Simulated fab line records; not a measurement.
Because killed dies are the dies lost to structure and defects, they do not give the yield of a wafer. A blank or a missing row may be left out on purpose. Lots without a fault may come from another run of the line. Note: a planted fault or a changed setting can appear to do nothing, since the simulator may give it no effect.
fab line records	flow gf180mcu
record lots=5	wafers=14	lastDay=33
route steps=602 shown M3@426 V3@429 M4@456 M5@533
lots untouched by any fault: they come from a run of this same line in which no faults occurred
startH: hours from the record's first day to the start of the lot's first wafer shown	waitH: hours from the lot's prior step to this one	" repeats the value in the row above	L1.1+2: a single row standing in for several wafers	- value missing, or start not given	* or withheld: withheld	< > ~ a bound
route shown NAME@n: names a module that has steps shown in the file, with the first one's number in the route	usual: the fault-free wafers' mean and standard deviation	same: alike in all rows	chamber/n: place in a boat	sites: the reading at each site	_std_site: how widely they spread, as a standard deviation	_edge_site: outer sites' mean less inner sites'	radiusMm: how far each site lies from the wafer's centre	mask NAME#n: copy n	behind: tool/chamber where the wafer was last shaped	hold: why the lot was held/for how many hours/how that ended	device: names the non-switching transistor (n, p or np)	end of line: at the end of the route, the tests of the same wafers	where a step has no rows: the recipe by itself	killed: count of dies lost to structure and defects at first sort (not the wafer's yield)	map: shows each die of a wafer: x if killed, . if not, _ if none is there
set.NAME: the setting as run; set.NAME@STEP: as run at that earlier step	model.NAME: the simulator's own value behind a step, which no gauge read
lots at some steps of the route; a table a step, a row a wafer
services: from which hour (startH, from the record's first day; less than 0 if before it) a tool's chamber was out of use, for how many hours, and why
## steps
# step GF_M3_STRIP_17
# recipe chemistry=O2/N2	powerW=1400	pressureMtorr=1500	platenTempC=250	o2FlowSccm=3000	n2FlowSccm=300	overashFraction=0.5
# usual drypumpMotorCurrentA=5.7/0.33	heaterPowerW=321/26	n2FlowSccm=300.1/1	oesProductAu=0.557/0.005	stripTimeToEndpointS=7.84/0.044
# same overashFraction=0.5
lot.wafer	tool	chamber	startH	waitH	drypumpMotorCurrentA	heaterPowerW	n2FlowSccm	oesProductAu	rfHoursCounterH	stripTimeToEndpointS
L325.1	plasmaAsher-03	0	500.34	0.1	5.8	321	300.1	0.549	77	7.87
L325.5	"	0	"	"	5.8	323	298.6	0.548	-	7.82
L325.6	"	1	"	"	5.8	365	300.0	0.555	-	7.88
L333.1	plasmaAsher-04	1	565.49	0.1	5.7	340	299.0	0.559	84	7.89
L333.2	"	0	"	"	5.8	303	298.9	0.557	84	7.88
L333.4	"	0	"	"	5.8	315	299.8	0.558	-	7.86
L335.1	plasmaAsher-02	0	573.93	0.1	6.1	323	300.0	0.562	49	7.88
L335.2	"	1	"	"	5.2	286	299.9	0.559	49	7.91
L335.6	"	0	"	"	6.1	319	299.5	0.567	-	7.87
L341.3	plasmaAsher-03	1	624.52	0.1	5.8	357	301.0	0.557	-	7.79
L341.4	"	0	"	"	5.8	312	297.8	0.565	-	7.80
L341.5	"	1	"	"	5.8	370	298.9	0.553	-	7.78
L342.2	plasmaAsher-02	0	635.58	0.1	6.1	317	301.0	0.553	56	7.85
L342.5	"	0	"	"	6.1	327	300.0	0.555	-	7.83
# step GF_M3_STRIP_18
# recipe chemistry=postEtchResidueRemover	timeS=1200	tempC=72.5
# step GF_M3_CLEAN_19
# recipe chemistry=DIW	dry=n2Spin
# step GF_V3_CVD_00
# recipe material=SiO2	targetThkNm=600	sigmaOpenFrac=0.3	tempC=400	timeS=100	sih4FlowSccm=60	pressureMtorr=6
# step GF_V3_THK_MEAS_01
# recipe reads=SiO2_of_V3_CVD_00
# usual V3_CVD_00_THK=598/6.4
lot.wafer	tool	chamber	startH	waitH	V3_CVD_00_THK[nm]
L325.1	filmMetro-03	-	500.94	0.0	596
L325.5	"	-	"	"	609
L325.6	"	-	"	"	602
L333.1	filmMetro-03	-	566.09	0.0	591
L333.2	"	-	"	"	588
L333.4	"	-	"	"	589
L335.1	filmMetro-02	-	574.62	0.0	603
L335.2	"	-	"	"	591
L335.6	"	-	"	"	603
L341.3	filmMetro-03	-	625.15	0.1	612
L341.4	"	-	"	"	603
L341.5	"	-	"	"	604
L342.2	filmMetro-02	-	636.28	0.0	598
L342.5	"	-	"	"	599
# step GF_V3_CVD_02
# recipe material=SiO2	targetThkNm=850	precursor=TEOS	tempC=400	timeS=94.851	rfW=600
# step GF_V3_THK_MEAS_03
# recipe reads=SiO2_of_V3_CVD_02
# usual V3_CVD_02_THK=848/9.7
lot.wafer	tool	chamber	startH	waitH	V3_CVD_02_THK[nm]
L325.1	filmMetro-02	-	501.07	0.0	851
L325.5	"	-	"	"	857
L325.6	"	-	"	"	850
L333.1	filmMetro-02	-	566.22	0.0	846
L333.2	"	-	"	"	833
L333.4	"	-	"	"	868
L335.1	filmMetro-03	-	574.74	0.0	853
L335.2	"	-	"	"	846
L335.6	"	-	"	"	849
L341.3	filmMetro-01	-	625.28	0.1	840
L341.4	"	-	"	"	849
L341.5	"	-	"	"	852
L342.2	filmMetro-03	-	636.41	0.0	834
L342.5	"	-	"	"	845
# step GF_V3_CMP_04
# recipe material=SiO2	downForcePsi=4	platenRpm=60	padVelocityMS=0.94248
# usual motorCurrentA=12.4/1.2	timeToEndpointS=79/5.6
lot.wafer	tool	chamber	startH	waitH	motorCurrentA	timeToEndpointS
L325.1	cmp-02	0	501.23	0.1	12.6	80
L325.6	"	2	"	"	13.7	80
L325.5	"	3	"	"	13.6	86
L333.2	cmp-02	3	566.28	0.0	12.7	77
L333.4	"	1	"	"	11.4	94
L333.1	"	2	"	"	13.9	83
L335.2	cmp-01	3	574.80	0.0	14.0	76
L335.1	"	0	"	"	12.7	78
L335.6	"	3	"	"	14.7	77
L341.4	cmp-02	3	625.55	0.3	12.7	77
L341.3	"	1	"	"	11.9	76
L341.5	"	3	"	"	13.1	80
L342.2	cmp-02	1	636.79	0.4	11.8	75
L342.5	"	0	"	"	12.7	70
# step GF_V3_BOW_MEAS_05
# recipe mode=bow
# usual V3_BOW=116/8.2
lot.wafer	tool	chamber	startH	waitH	V3_BOW[um]
L325.1	filmMetro-01	-	501.43	0.1	128
L325.5	"	-	"	"	132
L325.6	"	-	"	"	117
L333.1	filmMetro-02	-	566.58	0.1	130
L333.2	"	-	"	"	122
L333.4	"	-	"	"	132
L335.1	filmMetro-03	-	575.10	0.2	110
L335.2	"	-	"	"	116
L335.6	"	-	"	"	122
L341.3	filmMetro-03	-	625.89	0.2	110
L341.4	"	-	"	"	114
L341.5	"	-	"	"	119
L342.2	filmMetro-01	-	637.06	0.2	106
L342.5	"	-	"	"	121
# step GF_V3_DEHYDRATE_06
# recipe tempC=200	timeS=60
# step GF_V3_HMDS_07
# recipe primeTimeS=60	primeTempC=120
# step GF_V3_COAT_08
# recipe resist=BARC	tempC=withheld	timeS=withheld	spinRpm=withheld	resistThkNm=withheld
# step GF_V3_COAT_09
# recipe resist=KrF	spinRpm=withheld	resistThkNm=1000
lot.wafer	tool	chamber	startH	waitH	model.KrF_of_V3_COAT_09.thkNm
L325.1	lithoTrack-01	0	512	-	1002
L325.5	"	0	"	"	1003
L325.6	"	0	"	"	997.8
L333.1+2	lithoTrack-02	0	576	-	1004
L333.4	"	0	"	"	1000
L335.1	lithoTrack-04	0	585	-	996.4
L335.2	"	0	"	"	999.3
L335.6	"	0	"	"	995.9
L341.3+5	lithoTrack-02	0	636	-	1002
L341.4	"	0	"	"	1006
L342.2	lithoTrack-02	0	646	-	972.2
L342.5	"	0	"	"	975.2
# step GF_V3_SOFTBAKE_10
# recipe tempC=130	timeS=60	resist=KrF
# step GF_V3_EXPOSE_11
# recipe maskId=Via3	targetCdNm=260	na=0.68	sourceShape=conventional	sigmaOuter=0.6	doseMj=38
# step GF_V3_PEB_12
# recipe pebTempC=135	pebTimeS=90	resist=KrF
# step GF_V3_DEVELOP_13
# recipe developTimeS=60	resist=KrF	devTempC=21
lot.wafer	tool	chamber	startH	waitH	model.KrF_of_V3_COAT_09.thkNm
L325.1	lithoTrack-04	0	524.56	0.2	987.1
L325.5	"	0	"	"	988.1
L325.6	"	0	"	"	982.9
L333.1	lithoTrack-04	0	587.51	0.2	989.2
L333.2	"	0	"	"	988.6
L333.4	"	0	"	"	985.2
L335.1	lithoTrack-02	0	596.00	0.2	981.5
L335.2	"	0	"	"	984.3
L335.6	"	0	"	"	981
L341.3	lithoTrack-01	0	645.53	0.1	986.6
L341.4	"	0	"	"	991.1
L341.5	"	0	"	"	986.8
L342.2	lithoTrack-01	0	656.90	0.2	957.2
L342.5	"	0	"	"	960.3
# step GF_V3_CD_MEAS_14
# recipe targetCdNm=260
# usual cdNm=259.9/0.94
lot.wafer	tool	chamber	startH	waitH	cdNm
L325.1	cdSem-01	-	524.71	0.1	261.1
L325.5	"	-	"	"	260.2
L325.6	"	-	"	"	261.8
L333.1	cdSem-02	-	587.66	0.1	259.6
L333.2	"	-	"	"	260.0
L333.4	"	-	"	"	259.9
L335.1	cdSem-01	-	596.15	0.1	259.7
L335.2	"	-	"	"	260.2
L335.6	"	-	"	"	260.4
L341.3	cdSem-01	-	645.67	0.1	261.3
L341.4	"	-	"	"	262.8
L341.5	"	-	"	"	260.9
L342.2	cdSem-02	-	657.05	0.1	260.6
L342.5	"	-	"	"	260.7
# step GF_V3_OVL_MEAS_15
# usual V3_OVL=0/5.5
lot.wafer	tool	chamber	startH	waitH	V3_OVL[nm]
L325.1	overlay-01	-	524.83	0.1	-1
L325.5	"	-	"	"	0
L325.6	"	-	"	"	2
L333.1	overlay-02	-	587.78	0.1	4
L333.2	"	-	"	"	6
L333.4	"	-	"	"	-2
L335.1	overlay-02	-	596.27	0.1	-12
L335.2	"	-	"	"	2
L335.6	"	-	"	"	-8
L341.3	overlay-01	-	645.76	0.1	1
L341.4	"	-	"	"	2
L341.5	"	-	"	"	5
L342.2	overlay-01	-	657.15	0.1	9
L342.5	"	-	"	"	-8
# step GF_V3_ETCH_16
# recipe chemistry=N2/H2	targetDepthA=withheld	overetchA=withheld	timeS=withheld	target=BARC	ionEnergyEv=200	sourceW=500	biasW=100	pressureMtorr=30	n2FlowSccm=100	h2FlowSccm=200
# step GF_V3_ETCH_17
# recipe chemistry=C4F8/O2/Ar	maskMaterial=KrF	target=SiO2	stopOn=TiN	sourceW=1500	biasW=1200	pressureMtorr=40	c4f8FlowSccm=withheld	O2_flow_sccm=6	Ar_flow_sccm=300	timeS=withheld	targetDepthA=6350
# usual oesProductAu=0.856/0.0049	rfFwdPowerW=1492/5.2
lot.wafer	tool	chamber	startH	waitH	oesProductAu	rfFwdPowerW
L325.1	rieDiel-01	0	-	-	0.853	1493
L325.5	"	1	"	"	0.852	1486
L325.6	"	2	"	"	0.857	1489
L333.1	rieDiel-01	2	-	-	0.862	1486
L333.2	"	1	"	"	0.866	1488
L333.4	"	3	"	"	0.856	1493
L335.1	rieDiel-02	3	-	-	0.852	1492
L335.2	"	0	"	"	0.850	1500
L335.6	"	0	"	"	0.851	1497
L341.3	rieDiel-01	3	-	-	0.852	1491
L341.4	"	1	"	"	0.859	1494
L341.5	"	2	"	"	0.866	1493
L342.2	rieDiel-01	1	-	-	0.855	1495
L342.5	"	0	"	"	0.855	1491
# step GF_V3_STRIP_18
# recipe chemistry=O2/N2	powerW=1400	pressureMtorr=1500	platenTempC=250	o2FlowSccm=3000	n2FlowSccm=300	overashFraction=0.5
# step GF_V3_STRIP_19
# recipe chemistry=postEtchResidueRemover	timeS=1200	tempC=72.5
# step GF_V3_CLEAN_20
# recipe chemistry=DIW	dry=n2Spin
# step GF_V3_SPUTTER_21
# recipe material=Ti	targetThkNm=15	chamberPressurePa=5	powerW=2500	substrateTempC=200	timeS=80.02
# usual throttleValvePct=30.4/0.67
lot.wafer	tool	chamber	startH	waitH	throttleValvePct
L325.1	pvdSputter-01	-	525.54	0.0	30.3
L325.5	"	-	"	"	31.0
L325.6	"	-	"	"	30.4
L333.1	pvdSputter-02	-	588.48	0.0	31.3
L333.2	"	-	"	"	30.3
L333.4	"	-	"	"	30.0
L335.1	pvdSputter-02	-	596.97	0.0	30.1
L335.2	"	-	"	"	30.4
L335.6	"	-	"	"	30.2
L341.3	pvdSputter-04	-	646.45	0.0	31.5
L341.4	"	-	"	"	29.6
L341.5	"	-	"	"	31.1
L342.2	pvdSputter-01	-	657.84	0.0	30.4
L342.5	"	-	"	"	30.0
# step GF_V3_SPUTTER_22
# recipe material=TiN	targetThkNm=10	chamberPressurePa=5	powerW=4000	timeS=40
# step GF_V3_CVD_23
# recipe material=W	targetThkNm=350	timeS=104.9	tempC=400	pressureTorr=40
# step GF_V3_RS_MEAS_24
# recipe thkMeasGauge=four-point-probe	reads=W_of_V3_CVD_23+TiN_of_V3_SPUTTER_22+Ti_of_V3_SPUTTER_21
# usual V3_W_RS=0.325/0.0041
lot.wafer	tool	chamber	startH	waitH	V3_W_RS[ohm/sq]
L325.1	filmMetro-01	-	525.75	0.1	0.331
L325.5	"	-	"	"	0.325
L325.6	"	-	"	"	0.322
L333.1	filmMetro-03	-	588.69	0.1	0.329
L333.2	"	-	"	"	0.325
L333.4	"	-	"	"	0.334
L335.1	filmMetro-02	-	597.18	0.1	0.328
L335.2	"	-	"	"	0.323
L335.6	"	-	"	"	0.325
L341.3	filmMetro-02	-	646.71	0.1	0.329
L341.4	"	-	"	"	0.324
L341.5	"	-	"	"	0.325
L342.2	filmMetro-03	-	658.08	0.1	0.332
L342.5	"	-	"	"	0.323
# step GF_V3_THK_MEAS_25
# recipe thkMeasGauge=xrf	reads=W_of_V3_CVD_23
# usual V3_W_THK=349/6.6
lot.wafer	tool	chamber	startH	waitH	V3_W_THK[nm]
L325.1	filmMetro-01	-	525.87	0.1	342
L325.5	"	-	"	"	347
L325.6	"	-	"	"	348
L333.1	filmMetro-03	-	588.81	0.1	350
L333.2	"	-	"	"	353
L333.4	"	-	"	"	345
L335.1	filmMetro-02	-	597.30	0.1	337
L335.2	"	-	"	"	340
L335.6	"	-	"	"	339
L341.3	filmMetro-02	-	646.81	0.1	334
L341.4	"	-	"	"	341
L341.5	"	-	"	"	341
L342.2	filmMetro-03	-	658.19	0.1	345
L342.5	"	-	"	"	355
# step GF_V3_CMP_26
# recipe stopOn=SiO2	downForcePsi=3.5	platenRpm=60	tOverpolishS=15	targetThkNm=0	padVelocityMS=0.94248
# step GF_M4_SPUTTER_00
# recipe material=Ti	targetThkNm=37.5	arrivingIonEnergyEv=80	substrateTempC=200	chamberPressurePa=2	powerW=4000	timeS=150
# step GF_M4_SPUTTER_01
# recipe material=TiN	targetThkNm=30	powerW=6500	timeS=25	chamberPressurePa=0.4
# usual throttleValvePct=30.1/0.96
lot.wafer	tool	chamber	startH	waitH	throttleValvePct
L325.1	pvdSputter-02	-	526.33	0.1	29.1
L325.5	"	-	"	"	29.3
L325.6	"	-	"	"	29.9
L333.1	pvdSputter-01	-	589.27	0.1	30.3
L333.2	"	-	"	"	29.7
L333.4	"	-	"	"	30.3
L335.1	pvdSputter-03	-	597.78	0.1	29.6
L335.2	"	-	"	"	30.3
L335.6	"	-	"	"	30.4
L341.3	pvdSputter-02	-	647.27	0.1	29.0
L341.4	"	-	"	"	31.2
L341.5	"	-	"	"	29.3
L342.2	pvdSputter-01	-	658.64	0.1	29.7
L342.5	"	-	"	"	31.2
# step GF_M4_SPUTTER_02
# recipe material=AlCu	targetThkNm=450	powerW=10600	timeS=23.9	chamberPressurePa=0.4
# step GF_M4_SPUTTER_03
# recipe material=Ti	targetThkNm=10	substrateTempC=300	chamberPressurePa=0.3	powerW=3000	timeS=6.7
# step GF_M4_SPUTTER_04
# recipe material=TiN	targetThkNm=50	powerW=6500	timeS=41.7	chamberPressurePa=0.4
# step GF_M4_RS_MEAS_05
# recipe thkMeasGauge=four-point-probe	reads=TiN_of_M4_SPUTTER_04+Ti_of_M4_SPUTTER_03+AlCu_of_M4_SPUTTER_02+TiN_of_M4_SPUTTER_01+Ti_of_M4_SPUTTER_00
# usual M4_ALCU_RS=0.0696/0.00061
lot.wafer	tool	chamber	startH	waitH	M4_ALCU_RS[ohm/sq]
L325.1	filmMetro-04	-	526.45	0.0	0.0693
L325.5	"	-	"	"	0.0700
L325.6	"	-	"	"	0.0696
L333.1	filmMetro-04	-	589.39	0.0	0.0698
L333.2	"	-	"	"	0.0696
L333.4	"	-	"	"	0.0693
L335.1	filmMetro-03	-	597.90	0.0	0.0702
L335.2	"	-	"	"	0.0697
L335.6	"	-	"	"	0.0698
L341.3	filmMetro-03	-	647.43	0.1	0.0699
L341.4	"	-	"	"	0.0684
L341.5	"	-	"	"	0.0696
L342.2	filmMetro-03	-	658.78	0.0	0.0704
L342.5	"	-	"	"	0.0700
# step GF_M4_THK_MEAS_06
# recipe thkMeasGauge=xrf	reads=AlCu_of_M4_SPUTTER_02
# usual M4_ALCU_THK=454/5.8
lot.wafer	tool	chamber	startH	waitH	M4_ALCU_THK[nm]
L325.1	filmMetro-04	-	526.57	0.1	448
L325.5	"	-	"	"	445
L325.6	"	-	"	"	445
L333.1	filmMetro-04	-	589.51	0.1	450
L333.2	"	-	"	"	448
L333.4	"	-	"	"	450
L335.1	filmMetro-03	-	598.02	0.1	454
L335.2	"	-	"	"	457
L335.6	"	-	"	"	454
L341.3	filmMetro-03	-	647.53	0.1	456
L341.4	"	-	"	"	468
L341.5	"	-	"	"	459
L342.2	filmMetro-03	-	658.89	0.1	452
L342.5	"	-	"	"	450
# step GF_M4_DEHYDRATE_07
# recipe tempC=200	timeS=60
# step GF_M4_HMDS_08
# recipe primeTimeS=60	primeTempC=120
# step GF_M4_COAT_09
# recipe resist=KrF	spinRpm=withheld	resistThkNm=1000
# step GF_M4_SOFTBAKE_10
# recipe tempC=130	timeS=60	resist=KrF
# step GF_M4_EXPOSE_11
# recipe maskId=Metal4	targetCdNm=280	na=0.68	sourceShape=conventional	sigmaOuter=0.6	doseMj=28
# step GF_M5_CD_MEAS_07
# recipe targetCdNm=280
# usual cdNm=279.8/0.99
lot.wafer	tool	chamber	startH	waitH	hold	cdNm
L325.1	cdSem-02	-	615.44	0.2	-	278.2
L325.5	"	-	"	"	-	278.0
L325.6	"	-	"	"	-	278.0
L333.1	cdSem-02	-	673.52	0.2	-	279.1
L333.2	"	-	"	"	-	278.5
L333.4	"	-	"	"	-	278.7
L335.1	cdSem-01	-	681.31	0.1	-	278.7
L335.2	"	-	"	"	-	278.8
L335.6	"	-	"	"	-	278.1
L341.3	cdSem-01	-	725.54	0.1	-	280.4
L341.4	"	-	"	"	-	280.1
L341.5	"	-	"	"	-	280.1
L342.2	cdSem-01	-	735.90	0.1	awaitDispo/0.2h/release	279.7
L342.5	"	-	"	"	awaitDispo/0.2h/release	279.9
L342.2	cdSem-01	-	736.41	0.5	-	280.1
L342.5	"	-	"	"	-	279.8
# step GF_M5_OVL_MEAS_08
# usual M5_OVL=0/5.5
lot.wafer	tool	chamber	startH	waitH	hold	M5_OVL[nm]
L325.1	overlay-02	-	615.56	0.1	-	-15
L325.5	"	-	"	"	-	-6
L325.6	"	-	"	"	-	-8
L333.1	overlay-02	-	673.64	0.1	-	4
L333.2	"	-	"	"	-	2
L333.4	"	-	"	"	-	6
L335.1	overlay-02	-	681.43	0.1	-	-6
L335.2	"	-	"	"	-	-11
L335.6	"	-	"	"	-	-6
L341.3	overlay-01	-	725.63	0.1	-	-2
L341.4	"	-	"	"	-	-1
L341.5	"	-	"	"	-	4
L342.2	overlay-01	-	740.52	4.1	awaitDispo/4.0h/release	-1
L342.5	"	-	"	"	awaitDispo/4.0h/release	-2
## services
tool	chamber	startH	hours	kind
cmp-01	-	476.46	0.6	repair
pvdSputter-04	-	477.25	3.8	repair
pvdSputter-02	-	483.64	2.4	repair
rieDiel-01	1	493.76	2.5	repair
plasmaAsher-02	-	497.61	15.7	repair
cmp-01	-	499.92	4.3	repair
plasmaAsher-02	-	538.74	2.8	pm
cmp-01	-	546.27	3.5	pm
rieDiel-02	2	550.90	3.1	repair
plasmaAsher-03	-	551.05	2.1	repair
plasmaAsher-04	-	551.22	2.8	pm
pvdSputter-02	-	566.47	5.2	repair
cmp-02	-	572.96	4.0	pm
cmp-01	-	581.20	9.3	pm
plasmaAsher-03	-	588.23	4.9	repair
cmp-02	-	606.46	4.9	pm
pvdSputter-04	-	617.04	4.0	repair
pvdSputter-03	-	622.75	1.1	repair
cmp-02	-	633.80	1.2	repair
rieDiel-01	0	633.83	8.7	repair
cmp-01	-	637.64	6.8	pm
cmp-02	-	644.45	3.6	pm
rieDiel-02	2	647.09	8.9	repair
pvdSputter-01	-	653.95	1.1	repair
## key
firstSign none at tools or gauges
modelEffect step=GF_V3_COAT_09	value=KrF_of_V3_COAT_09.thkNm	without=1002	struck=973.7
modelEffect step=GF_V3_DEVELOP_13	value=KrF_of_V3_COAT_09.thkNm	without=986.8	struck=958.8
metAt GF_V3_COAT_09
struckWafers L342.2,L342.5
sortLeftOut L342.2,L342.5
onsetBetween 636 646
alsoFits time
fault kind=processParameterDrift	tool=lithoTrack-02	chamber=-	onsetH=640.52	steps=GF_V3_COAT_09	channel=resistThkNm	offset=*	shape=step	endH=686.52	scope=struckWafersOnly	actsIn=*	stated=*
# sortLeftOut: the simulated sort isn't trusted on such a fault, so these wafers' sort isn't shown, and their yield isn't known
